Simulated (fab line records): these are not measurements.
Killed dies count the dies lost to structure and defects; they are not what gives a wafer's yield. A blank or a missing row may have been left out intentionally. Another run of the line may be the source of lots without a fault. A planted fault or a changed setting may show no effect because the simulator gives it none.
The tool behind it: which one? ; flow sky130 ; 11 lots, 33 wafers sampled, at 3 steps of a route of 708

== WHAT THE GAUGES READ, wafer by wafer ==
SKY_LDD_P_TW_MEAS_11.
lot;measured;on;LDD_P_TW
L565;day 18 22:45;film metro-02;633 630 630
L570;day 22 04:15;film metro-02;632 632 633
L571;day 22 03:34;film metro-02;632 632 631
L573;day 22 17:31;film metro-02;633 629 634
L572;day 22 22:55;film metro-02;633 636 634
L578;day 24 07:59;film metro-04;634 637 634
L582;day 25 12:26;film metro-04;603 607 602 602 601 603
L585;day 26 07:06;film metro-03;600 600 601 600 602 599
L586;day 26 16:23;film metro-03;630 628 629
L587;day 27 01:17;film metro-03;625 627 627
L588;day 27 06:37;film metro-02;630 630 634

== TOOL THAT RAN EACH LOT (tool first, then ch and the chambers of the sampled wafers, then the start) ==
lot;SKY_SONOS_ONO_ETCH_15;SKY_LDD_P_IMPLANT_09
L565;rie diel-02 ch 0,3, day 12 15:17;implanter-02 ch 0, day 18 22:30
L570;rie diel-01 ch 0,2,3, day 15 07:26;implanter-03 ch 0, day 22 04:00
L571;rie diel-02 ch 0,2, day 15 06:45;implanter-04 ch 0, day 22 03:19
L573;rie diel-01 ch 0,2,3, day 15 23:53;implanter-02 ch 0, day 22 17:16
L572;rie diel-02 ch 0,1,3, day 16 01:21;implanter-03 ch 0, day 22 22:40
L578;rie diel-04 ch 0,1,2, day 17 12:45;implanter-02 ch 0, day 24 07:44
L582;rie diel-02 ch 1,3, day 18 14:59;implanter-02 ch 0, day 25 12:13
L585;rie diel-04 ch 0,2,3, day 19 13:34;implanter-02 ch 0, day 26 06:51
L586;rie diel-02 ch 2,3, day 19 22:17;implanter-03 ch 0, day 26 16:08
L587;rie diel-01 ch 1,2,3, day 20 08:52;implanter-04 ch 0, day 27 01:02
L588;rie diel-04 ch 0,1,3, day 20 11:44;implanter-03 ch 0, day 27 06:23
- SKY_SONOS_ONO_ETCH_15: etches the open film in CHF3/O2, target depth 19.52 nm, time 7.8 s.
- SKY_LDD_P_IMPLANT_09

== THE ANSWER, worked out from the rows above alone ==
Rule: what is usual is taken from the lots themselves. Put in order of their means at a reading, lots are off if they are a third of the lots or fewer, leave a main group of 4 or more, and stand apart from it by a gap of 3 or more times the standard deviation of the main group's means; of several such gaps the widest counts. If all means in a main group match to the digits the tables above print for the reading, that group is not used. A lot without any number at a reading at which 4 lots or more have one is off too. Any other lot the step has rows for is counted as sound.
Off: L582, L585, seen at SKY_LDD_P_TW_MEAS_11 (LDD_P_TW). Mean 631 and standard deviation 2.5 in the main group.
If a tool, at a process step before that reading, ran all the lots that are off and no sound lot after the first of them, it fits. Those tools and the gauges at SKY_LDD_P_TW_MEAS_11 are tried in the same way. One candidate fits, namely implanter-02 at SKY_LDD_P_IMPLANT_09. Its last sound lot is L578 (day 24 07:44), its first lot that is off L582 (day 25 12:13): a fault that began between those two fits.

== WHAT HAD BEEN PUT IN BY THE SIMULATOR ==
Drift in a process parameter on implanter-02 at SKY_LDD_P_IMPLANT_09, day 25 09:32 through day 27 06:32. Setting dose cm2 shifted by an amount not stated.
Struck lots among those shown: L582, L585. This agrees with what the rule above found.
